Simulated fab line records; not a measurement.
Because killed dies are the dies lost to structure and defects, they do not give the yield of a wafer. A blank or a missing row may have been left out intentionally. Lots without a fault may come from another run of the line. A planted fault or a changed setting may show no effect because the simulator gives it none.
Problem report, 8D (eight disciplines) form, completed by code | flow sky130 | the parts of the form that need people (team, actions taken, sign-off) are left out

## 1. WHAT WENT WRONG
time to endpoint s at SKY_VIA1_CMP_24 reads a mean of 35 s on 2 wafers of 2 lots; wafers without a fault read 65 s with a standard deviation of 4.3. Measured from the usual mean, that is -7.0 standard deviations.
The step: polishes, stops on SiO2, t overpolish 15 s, target thk 0 nm.
Seen first at day 39 06:26 on cmp-02, wafer L939.2. Wafers with a number at this step in the record: 39, from 13 lots. Rule for "out" (also "out of limits"): further than 4 standard deviations from the usual mean. All remaining wafers that have a number are taken as sound.

## 2. WHAT IT IS, WHAT IT ISN'T
question                    | is                 | is not
which readings at this step | time to endpoint s | motor current A
which lots                  | L939, L940         | L924, L925, L926, L929, L930, L931, L932, L934, L935, L936, L937
which wafers of those lots  | L939.2, L940.4     | L939.1, L939.5, L940.1, L940.5
read on which tools         | cmp-02             | cmp-01
when                        | from day 39 06:26  | up to then (35 sound wafers); but 2 sound wafers of L940 came after

## 3. SUSPECTS, AND WHAT RULES EACH OUT
Counting: if a tool at a process step up to the reading ran every lot that is out, it stays a suspect. Sound lots after the first of them don't rule it out here, since some wafers of a struck lot are sound.
- cmp-02 at SKY_VIA1_CMP_24 (polishes, stops on SiO2, t overpolish 15 s, target thk 0 nm): kept. It ran every lot that is out, first L939 (day 39 06:26); its last sound lot up to then is L937 (day 39 05:08). Out on those wafers are its own readings of time to endpoint s.
Left after counting: cmp-02 at SKY_VIA1_CMP_24.

## 4. THE CAUSE (what the simulator had put in)
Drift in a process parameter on cmp-02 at SKY_VIA1_CMP_24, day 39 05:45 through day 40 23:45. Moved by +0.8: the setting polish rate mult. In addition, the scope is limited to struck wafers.
After counting, this tool was the only one left.

## 5. SEQUENCE OF EFFECTS, ordered by route
Each row: a reading where the mean over the struck wafers with a number is more than 3 standard deviations away from the usual. Scope: only readings with a usual standard deviation given in the record; hours: median across lots of the time from each lot's start at the first step in this table that gives one to its start at this step; sigmas: change in usual standard deviations.
hours | step            | reading            | usual | on struck wafers | change | sigmas
0     | SKY_VIA1_CMP_24 | time to endpoint s | 65 s  | 35               | -30    | -7.0
Its process steps:
- SKY_VIA1_CMP_24: polishes, stops on SiO2, t overpolish 15 s, target thk 0 nm.
At these later measuring or inspecting steps, every struck wafer for which the step has a row has a number for every such reading, and none has moved that far: SKY_METAL2_THK_MEAS_06.

## 6. HOW IT WOULD HAVE BEEN CAUGHT EARLIER
In this record the first reading out of limits was taken at day 39 06:26, 1 hour after the fault began at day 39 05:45.
